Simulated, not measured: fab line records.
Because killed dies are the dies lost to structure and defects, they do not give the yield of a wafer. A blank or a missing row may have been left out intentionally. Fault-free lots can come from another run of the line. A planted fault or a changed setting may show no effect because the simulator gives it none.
A struck lot beside a sound one    flow gf180mcu    33 out of 602 route steps
Sound: these wafers, L186.1, L186.3, L186.5. Wafers struck: L196.2, L196.4, L196.6. The cause comes at the end.
For every step that has rows: the tool of each side, followed by ch and its chambers, followed by its first start. Under that, the readings that differ: sound wafers    struck wafers    difference of the means    sigmas: that difference in standard deviations of wafers without a fault.
alike: readings whose means differ by less than 2 such deviations, and words and numbers that are the same on both sides. not compared: withheld readings, readings that some wafer has no value for, bounds like >300 that may hide the same value, and numbers for which the record gives no deviation and whose values overlap.
Wherever a step has rows on one side only, a row that says differs or no value, or a row with sigmas, the two part there. Non-overlapping numbers with no deviation appear without sigmas and do not part them. A reading that every wafer of one side lacks parts them only if that side has two wafers or more.

first, 6 steps without rows for these wafers: GF_VT_IMPLANT_HMDS_01 (prime time 60 s); GF_VT_IMPLANT_COAT_02 (resist thk 1000 nm); GF_VT_IMPLANT_SOFTBAKE_03 (time 60 s); GF_VT_IMPLANT_EXPOSE_04 (exposes mask LVPWELL LV AREA, target cd 600 nm); GF_VT_IMPLANT_PEB_05; GF_VT_IMPLANT_DEVELOP_06 (develop time 60 s).
GF_VT_IMPLANT_OVL_MEAS_07:
  sound: overlay-02 at day 6 05:54; struck: overlay-01 at day 8 17:47
  alike: VT_IMPLANT_OVL
following that, these wafers have no rows for 1 step: GF_VT_IMPLANT_IMPLANT_08.
GF_VT_IMPLANT_STRIP_09: strips in O2/N2.
  sound on plasmaAsher-04 ch 0,1, day 6 06:05; struck on plasmaAsher-03 ch 1, day 8 17:58
  alike: drypumpMotorCurrentA, heaterPowerW, oesProductAu, stripTimeToEndpointS
  not compared: rfHoursCounterH
GF_VT_IMPLANT_TW_MEAS_10:
  sound: filmMetro-04 at day 6 06:11; struck: filmMetro-01 at day 8 18:04
  alike: VT_IMPLANT_TW
then, 2 steps without rows for these wafers: GF_VT_IMPLANT_DEHYDRATE_11 (time 60 s); GF_VT_IMPLANT_HMDS_12 (prime time 60 s).
GF_VT_IMPLANT_COAT_13: resist thk 1000 nm.
  struck on lithoTrack-02, day 9 02:23; sound on lithoTrack-03 ch 0, day 6 13:04
  no value came back on the struck wafers for chillPlateTempC (C), dispensePressureKPa (kPa), exhaustPa (Pa); on the sound wafers chillPlateTempC (C) reads 22.87 22.95 22.84
then, 4 steps without rows for these wafers: GF_VT_IMPLANT_SOFTBAKE_14 (time 60 s); GF_VT_IMPLANT_EXPOSE_15 (exposes mask Nwell LV AREA, target cd 860 nm); GF_VT_IMPLANT_PEB_16; GF_VT_IMPLANT_DEVELOP_17 (develop time 61.17 s).
GF_VT_IMPLANT_OVL_MEAS_18:
  sound: overlay-01 at day 6 20:22; struck: overlay-02 at day 9 10:16
reading                 sound           struck  difference                     sigmas
VT_IMPLANT_01_OVL (nm)  -1.1 -2.8 -1.7  - - -   no value on the struck wafers  
following that, these wafers have no rows for 1 step: GF_VT_IMPLANT_IMPLANT_19.
GF_VT_IMPLANT_STRIP_20: strips in O2/N2.
  sound on plasmaAsher-03 ch 0,1, day 6 20:32; struck on plasmaAsher-03 ch 0,1, day 9 10:26
  no value came back on the struck wafers for oesProductAu (a.u.), stripTimeToEndpointS (s); on the sound wafers oesProductAu (a.u.) reads 0.716 0.719 0.728
  alike: drypumpMotorCurrentA, heaterPowerW
  not compared: rfHoursCounterH
GF_VT_IMPLANT_TW_MEAS_21:
  sound: filmMetro-01 at day 6 20:38; struck: filmMetro-04 at day 9 10:33
  alike: VT_IMPLANT_2_TW
then, 7 steps without rows for these wafers: GF_VT_IMPLANT_DEHYDRATE_22 (time 60 s); GF_VT_IMPLANT_HMDS_23 (prime time 60 s); GF_VT_IMPLANT_COAT_24 (resist thk 1000 nm); GF_VT_IMPLANT_SOFTBAKE_25 (time 60 s); GF_VT_IMPLANT_EXPOSE_26 (exposes mask LVPWELL HV AREA, target cd 860 nm); GF_VT_IMPLANT_PEB_27; GF_VT_IMPLANT_DEVELOP_28 (develop time 60 s).
GF_VT_IMPLANT_OVL_MEAS_29:
  sound: overlay-02 at day 7 12:16; struck: overlay-01 at day 10 04:17
reading                 sound           struck       difference  sigmas
VT_IMPLANT_02_OVL (nm)  -2.0 -3.2 -4.3  1.5 2.4 0.6  +4.7        +3
following that, these wafers have no rows for 1 step: GF_VT_IMPLANT_IMPLANT_30.
GF_VT_IMPLANT_STRIP_31: strips in O2/N2.
  sound on plasmaAsher-04 ch 0, day 7 12:26; struck on plasmaAsher-01 ch 0, day 10 04:28
reading                   sound              struck             difference  sigmas
heaterPowerW (W)          465 469 463        320 319 312        -149        -3
stripTimeToEndpointS (s)  12.55 12.52 12.55  12.66 12.61 12.64  +0.10       +2
  alike: drypumpMotorCurrentA, oesProductAu
  not compared: rfHoursCounterH
GF_VT_IMPLANT_TW_MEAS_32:
  sound: filmMetro-03 at day 7 12:32; struck: filmMetro-04 at day 10 04:48
reading          sound              struck                difference  sigmas
VT_IMPLANT_3_TW  269.8 269.6 268.2  1215.8 1226.8 1220.3  +951.8      +99 or more
  not compared: hold
GF_PASSIVATION_PROBE_99:
  the record holds rows for the sound wafers here (prober-01, day 29 22:44) but none for the struck ones

== WHERE THEY PART ==
First at GF_VT_IMPLANT_COAT_13; last, within this record, at GF_PASSIVATION_PROBE_99.

WHY: the cause the simulator had injected
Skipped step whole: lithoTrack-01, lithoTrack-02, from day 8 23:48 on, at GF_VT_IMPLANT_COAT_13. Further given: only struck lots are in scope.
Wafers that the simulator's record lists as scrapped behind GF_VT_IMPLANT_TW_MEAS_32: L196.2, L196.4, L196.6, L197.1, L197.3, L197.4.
